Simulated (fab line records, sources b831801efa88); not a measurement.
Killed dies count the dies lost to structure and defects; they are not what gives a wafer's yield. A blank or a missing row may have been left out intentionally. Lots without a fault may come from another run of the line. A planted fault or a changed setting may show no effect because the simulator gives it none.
What tool caused it? + flow sky130 + Sampling: 14 lots, 42 wafers, 4 of 708 route steps

== WHAT EACH GAUGE READ, for each wafer ==
SKY_METAL2_CD_MEAS_15: target cd 140 nm. Usual: 139.3 nm for cd nm, sd 1.3.
| lot  | measured     | on        | cd nm (nm)        | flag |
|------|--------------|-----------|-------------------|------|
| L277 | day 35 03:02 | cd sem-01 | 138.7 139.6 139.5 |      |
| L278 | day 35 17:32 | cd sem-02 | 139.3 138.9 139.9 |      |
| L282 | day 37 03:16 | cd sem-02 | 138.0 136.9 136.7 |      |
| L279 | day 38 08:02 | cd sem-01 | 140.2 140.9 140.1 |      |
| L281 | day 38 19:20 | cd sem-01 | 138.7 138.5 139.9 |      |
| L290 | day 39 12:26 | cd sem-01 | 138.7 138.7 139.8 |      |
| L291 | day 40 12:37 | cd sem-01 | 141.8 140.7 140.7 |      |
| L292 | day 40 13:01 | cd sem-01 | 140.6 139.6 139.3 |      |
| L288 | day 41 02:37 | cd sem-02 | 137.8 140.3 137.8 |      |
| L294 | day 41 15:55 | cd sem-02 | 141.9 141.7 143.4 |      |
| L296 | day 41 16:58 | cd sem-01 | 136.9 138.3 137.2 |      |
| L295 | day 41 16:04 | cd sem-02 | 137.6 139.7 138.0 |      |
| L298 | day 41 17:29 | cd sem-01 | 138.9 140.6 139.1 |      |
| L299 | day 42 13:58 | cd sem-01 | 137.8 138.2 138.3 |      |

== TOOL THAT RAN EACH LOT (tool first, then ch and the chambers of the sampled wafers, then the start) ==
| lot  | SKY_GATE_OXIDE_OXIDATION_01   | SKY_METAL1_SPUTTER_02        | SKY_METAL2_SPUTTER_01        |
|------|-------------------------------|------------------------------|------------------------------|
| L277 | furnace-02 ch 0, day 12 18:01 | pvd sputter-03, day 31 14:37 | pvd sputter-03, day 33 23:55 |
| L278 | furnace-01 ch 0, day 13 01:34 | pvd sputter-03, day 32 05:32 | pvd sputter-03, day 34 15:07 |
| L282 | furnace-01 ch 0, day 14 12:49 | pvd sputter-02, day 33 16:43 | pvd sputter-03, day 36 01:38 |
| L279 | furnace-01 ch 0, day 15 17:49 | pvd sputter-03, day 34 21:07 | pvd sputter-01, day 37 05:56 |
| L281 | furnace-01 ch 0, day 16 14:10 | pvd sputter-02, day 35 08:19 | pvd sputter-01, day 37 16:47 |
| L290 | furnace-02 ch 0, day 17 07:42 | pvd sputter-02, day 36 03:58 | pvd sputter-03, day 38 11:10 |
| L291 | furnace-02 ch 0, day 17 07:42 | pvd sputter-04, day 37 04:38 | pvd sputter-02, day 39 11:37 |
| L292 | furnace-01 ch 0, day 17 14:55 | pvd sputter-02, day 37 05:11 | pvd sputter-01, day 39 11:53 |
| L288 | furnace-01 ch 0, day 19 01:16 | pvd sputter-04, day 37 17:43 | pvd sputter-03, day 40 00:20 |
| L294 | furnace-02 ch 0, day 19 13:34 | pvd sputter-04, day 38 10:53 | pvd sputter-02, day 40 15:34 |
| L296 | furnace-02 ch 0, day 20 00:26 | pvd sputter-04, day 38 11:29 | pvd sputter-03, day 40 16:41 |
| L295 | furnace-01 ch 0, day 20 02:53 | pvd sputter-03, day 38 10:54 | pvd sputter-03, day 40 15:50 |
| L298 | furnace-01 ch 0, day 20 04:17 | pvd sputter-02, day 38 12:23 | pvd sputter-01, day 40 17:17 |
| L299 | furnace-01 ch 0, day 20 17:31 | pvd sputter-02, day 39 09:46 | pvd sputter-02, day 41 14:07 |
- SKY_GATE_OXIDE_OXIDATION_01: stabilise 600 s, purge 300 s, target thk 10.268 nm.
- SKY_METAL1_SPUTTER_02: material AlCu, target thk 250 nm, time 13.86 s.
- SKY_METAL2_SPUTTER_01: material TiN, target thk 20 nm, time 16.7 s.

== AS READ BY THE TOOLS THEMSELVES (means over the sampled wafers that have a number; for cases with no such wafer, the mark the record gives instead) ==
SKY_GATE_OXIDE_OXIDATION_01. Usual: spike tc bottom C 912 C, standard deviation 3.2; spike tc lower C 901.7 C, standard deviation 1.2.
| lot  | tool       | spike tc bottom C (C) | spike tc lower C (C) | flag |
|------|------------|-----------------------|----------------------|------|
| L277 | furnace-02 | 908                   | 902.8                |      |
| L278 | furnace-01 | 915                   | 901.7                |      |
| L282 | furnace-01 | 915                   | 901.6                |      |
| L279 | furnace-01 | 915                   | 901.4                |      |
| L281 | furnace-01 | 914                   | 901.3                |      |
| L290 | furnace-02 | 908                   | 902.3                |      |
| L291 | furnace-02 | 909                   | 902.9                |      |
| L292 | furnace-01 | 914                   | 900.7                |      |
| L288 | furnace-01 | 914                   | 901.6                |      |
| L294 | furnace-02 | 909                   | 902.3                |      |
| L296 | furnace-02 | 909                   | 903.1                |      |
| L295 | furnace-01 | 914                   | 900.6                |      |
| L298 | furnace-01 | 915                   | 901.0                |      |
| L299 | furnace-01 | 914                   | 900.9                |      |

SKY_METAL1_SPUTTER_02. Usual: 29.8 % for throttle valve pct, sd 0.99.
| lot  | tool           | throttle valve pct (%) | flag |
|------|----------------|------------------------|------|
| L277 | pvd sputter-03 | 30.0                   |      |
| L278 | pvd sputter-03 | 30.5                   |      |
| L282 | pvd sputter-02 | 29.7                   |      |
| L279 | pvd sputter-03 | 30.3                   |      |
| L281 | pvd sputter-02 | 29.7                   |      |
| L290 | pvd sputter-02 | 28.9                   |      |
| L291 | pvd sputter-04 | 29.6                   |      |
| L292 | pvd sputter-02 | 29.6                   |      |
| L288 | pvd sputter-04 | 30.4                   |      |
| L294 | pvd sputter-04 | 30.7                   |      |
| L296 | pvd sputter-04 | 31.0                   |      |
| L295 | pvd sputter-03 | 30.7                   |      |
| L298 | pvd sputter-02 | 29.7                   |      |
| L299 | pvd sputter-02 | 29.2                   |      |

SKY_METAL2_SPUTTER_01. Usual: 29.6 % for throttle valve pct, sd 1.
| lot  | tool           | throttle valve pct (%) | flag |
|------|----------------|------------------------|------|
| L277 | pvd sputter-03 | 30.4                   |      |
| L278 | pvd sputter-03 | 30.3                   |      |
| L282 | pvd sputter-03 | 30.1                   |      |
| L279 | pvd sputter-01 | 29.4                   |      |
| L281 | pvd sputter-01 | 28.5                   |      |
| L290 | pvd sputter-03 | 30.7                   |      |
| L291 | pvd sputter-02 | 29.1                   |      |
| L292 | pvd sputter-01 | 28.6                   |      |
| L288 | pvd sputter-03 | 30.3                   |      |
| L294 | pvd sputter-02 | 29.1                   |      |
| L296 | pvd sputter-03 | 29.8                   |      |
| L295 | pvd sputter-03 | 30.8                   |      |
| L298 | pvd sputter-01 | 29.5                   |      |
| L299 | pvd sputter-02 | 29.7                   |      |

== THE ANSWER, worked out from the rows above alone ==
Rule: take the mean of a lot's wafers that have a number; if it is more than 3 standard deviations from the usual mean, the lot is off. Also off: a lot with no number at a reading for which 4 or more lots have one. Any other lot the step has rows for is counted as sound. After the gauges, taken in route order, come the tools' own readings; for these a lot's mean is taken, as printed above. At the first step where some lot is off, the reading lying furthest off is the one used; lots without a number count as furthest.
Across all readings shown, no lot is off: no conclusion can be drawn from this.

== WHAT THE SIMULATOR PUT IN ==
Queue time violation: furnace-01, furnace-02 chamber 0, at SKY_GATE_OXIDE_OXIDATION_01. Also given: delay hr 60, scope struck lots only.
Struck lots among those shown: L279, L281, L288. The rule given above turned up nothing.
